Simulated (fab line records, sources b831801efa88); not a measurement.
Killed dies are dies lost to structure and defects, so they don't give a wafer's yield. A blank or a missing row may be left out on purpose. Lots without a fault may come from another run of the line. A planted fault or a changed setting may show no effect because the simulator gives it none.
Problem report in the 8D (eight disciplines) form, filled by code | flow gf180mcu | the parts of the form that need people (team, actions taken, sign-off) are left out

1. THE PROBLEM
CONTACT_W_RS at GF_CONTACT_RS_MEAS_25 reads a mean of 0.276 ohm/sq on 2 wafers of 2 lots; wafers without a fault read 0.384 ohm/sq with a standard deviation of 0.0044. That is -25 standard deviations from the usual mean.
The step: measures by four-point-probe.
First seen on wafer L444.2, day 22 18:47, on film_metro-04. The record holds 34 wafers of 12 lots with a number at this step. Rule for "out", or "out of limits": more than 4 standard deviations from the usual mean. The other wafers with a number count as sound.

2. WHAT IT IS AND WHAT IT IS NOT
question                    | is                           | is not
which readings at this step | CONTACT_W_RS                 | -
which lots                  | L444, L448                   | L426, L428, L429, L430, L432, L433, L434, L436, L437, L449
which wafers of those lots  | L444.2, L448.3               | L444.1, L448.4
read on which gauges        | film_metro-03, film_metro-04 | film_metro-02
when                        | from day 22 18:47            | up to then (28 sound wafers); but 4 sound wafers of L448, L449 came after

3. SUSPECTS, AND WHAT RULES EACH OUT
Counting: a tool at a process step up to the reading stays a suspect if it ran every lot that is out. Sound lots after the first of them don't rule it out here, since some wafers of a struck lot are sound.
- the gauge at GF_CONTACT_RS_MEAS_25: ruled out. The wafers that are out were read on 2 gauges (film_metro-03, film_metro-04).
- cvd_w-01 at GF_CONTACT_CVD_24 (deposits W, target thk 300 nm, time 90.339 s): kept. It ran every lot that is out, first L444 (day 22 18:41); its last sound lot up to then is L436 (day 19 22:14).
- Within cvd_w-01 at GF_CONTACT_CVD_24: the wafers that are out ran in chamber 1; their sound lot-mates ran in chamber 0.
Left after counting: cvd_w-01 at GF_CONTACT_CVD_24.

4. THE CAUSE (what the simulator had put in)
Process parameter drift: cvd_w-01, from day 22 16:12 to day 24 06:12, at GF_CONTACT_CVD_24. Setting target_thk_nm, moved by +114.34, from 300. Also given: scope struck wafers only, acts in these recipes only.
Counting left only this tool.

5. THE CHAIN OF EFFECTS, in route order
Each row: a reading whose mean over the struck wafers that have a number lies more than 3 standard deviations from the usual. Only readings for which the record gives a usual standard deviation are gone through. hours: the time from each lot's start at the first step in this table that gives one to its start at this step, as a median over the lots. sigmas: the change in usual standard deviations.
hours | step                   | reading            | usual        | on struck wafers | change | sigmas
0     | GF_CONTACT_RS_MEAS_25  | CONTACT_W_RS       | 0.384 ohm/sq | 0.276            | -0.108 | -25
0     | GF_CONTACT_THK_MEAS_26 | CONTACT_W_THK      | 297 nm       | 413              | +116   | +29
0     | GF_CONTACT_CMP_27      | time_to_endpoint_s | 73 s         | 102              | +30    | +9.5
The process steps in it:
- GF_CONTACT_CMP_27: polishes, stops on SiO2, t overpolish 15 s, target thk 0 nm.

6. WHAT WOULD HAVE CAUGHT IT SOONER
In this record the first reading out of limits at a measuring or inspecting step was taken at day 22 18:47, 3 hours after the fault began at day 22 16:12.
Of the tool readings at GF_CONTACT_CVD_24 for which the record gives a usual standard deviation, none was out on any struck wafer, so an alarm limit of 4 standard deviations on them would not have fired.
Of the lots that are out (2), L448 began GF_CONTACT_CVD_24 on cvd_w-01 after day 22 18:47. A hold on the tool at that time would have spared it.
